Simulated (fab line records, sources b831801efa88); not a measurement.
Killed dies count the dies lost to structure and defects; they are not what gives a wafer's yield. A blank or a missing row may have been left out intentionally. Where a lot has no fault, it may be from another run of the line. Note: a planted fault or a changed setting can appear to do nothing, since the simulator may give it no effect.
Which tool was responsible?	flow gf180mcu	6 lots (18 wafers sampled), 1 step of a 602-step route

== WHAT THE GAUGES SHOWED, per wafer ==
GF_CONTACT_BOW_MEAS_05.
lot	measured	on	CONTACT_BOW (um)
L502	day 15 10:59	film metro-02	85 62 76
L507	day 17 07:45	film metro-02	77 78 67
L510	day 18 14:19	film metro-01	68 66 66
L513	day 19 23:02	film metro-03	56 56 67
L521	day 22 11:49	film metro-03	67 54 65
L523	day 23 02:03	film metro-03	68 49 59

== EACH LOT AND THE TOOL THAT RAN IT (in order: tool; ch and the chambers of the sampled wafers; start) ==
Record: no process step prior to these readings.

== THE ANSWER, worked out from the rows above alone ==
Rule: the lots themselves supply what counts as usual. The widest of any qualifying gaps counts: lots, ordered by their means at a reading, are off when they make up no more than a third of the lots, leave a main group of 4 or more, and stand apart from it by 3 or more times the standard deviation of that group's means. A main group is skipped when, at the precision printed for the reading in the tables above, its means are all equal. A lot without any number at a reading at which 4 lots or more have one is off too. Where the step has rows for the other lots, those lots are counted as sound.
Across all readings shown, no lot is off: no conclusion can be drawn from this.

== WHAT THE SIMULATOR PUT IN ==
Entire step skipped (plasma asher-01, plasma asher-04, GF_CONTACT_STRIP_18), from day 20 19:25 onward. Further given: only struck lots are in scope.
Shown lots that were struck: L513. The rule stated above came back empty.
